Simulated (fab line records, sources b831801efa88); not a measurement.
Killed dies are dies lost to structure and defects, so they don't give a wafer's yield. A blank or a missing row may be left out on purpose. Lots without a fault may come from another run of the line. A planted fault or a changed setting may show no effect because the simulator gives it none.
Which tool did it? | flow gf180mcu | 6 lots, 18 wafers sampled, at 2 steps of a route of 602

WHAT THE GAUGES READ, wafer by wafer
GF_PSD_RS_MEAS_14: measures by four-point-probe.
lot  | measured     | on            | NSD_RS (ohm/sq)
L568 | day 15 06:49 | film_metro-01 | 46.07 46.13 46.13
L571 | day 16 15:02 | film_metro-01 | 46.05 45.99 46.11
L574 | day 17 18:49 | film_metro-03 | 46.34 46.24 46.24
L579 | day 19 07:22 | film_metro-01 | 42.15 42.10 42.17
L582 | day 20 07:53 | film_metro-03 | 46.14 46.12 46.19
L587 | day 21 22:49 | film_metro-03 | 46.12 46.40 46.27

WHICH TOOL RAN EACH LOT (tool, then ch and the chambers of the sampled wafers, then the start)
lot  | GF_PSD_RTA_13
L568 | rtp_anneal-01 ch 0, day 15 06:44
L571 | rtp_anneal-01 ch 0, day 16 14:58
L574 | rtp_anneal-01 ch 0, day 17 18:44
L579 | rtp_anneal-01 ch 0, day 19 07:17
L582 | rtp_anneal-02 ch 0, day 20 07:48
L587 | rtp_anneal-02 ch 0, day 21 22:43
- GF_PSD_RTA_13: time 20 s.

THE ANSWER, worked out from the rows above alone
Rule: what is usual is taken from the lots themselves. Put in order of their means at a reading, lots are off if they are a third of the lots or fewer, leave a main group of 4 or more, and stand apart from it by a gap of 3 or more times the standard deviation of the main group's means; of several such gaps the widest counts. A main group whose means are all the same, to the digits that the tables above print for the reading, isn't used. A lot without any number at a reading at which 4 lots or more have one is off too. The other lots that the step has rows for count as sound.
Off: L579, at GF_PSD_RS_MEAS_14 (NSD_RS). The main group: mean 46.17 ohm/sq, standard deviation 0.087.
A tool fits if, at a process step before that reading, it ran every lot that is off, and no sound lot after the first of them. The gauges at GF_PSD_RS_MEAS_14 are tried like those tools. Can't be told from this: 2 tools fit, rtp_anneal-01 at GF_PSD_RTA_13, film_metro-01 at GF_PSD_RS_MEAS_14.

WHAT THE SIMULATOR HAD PUT IN
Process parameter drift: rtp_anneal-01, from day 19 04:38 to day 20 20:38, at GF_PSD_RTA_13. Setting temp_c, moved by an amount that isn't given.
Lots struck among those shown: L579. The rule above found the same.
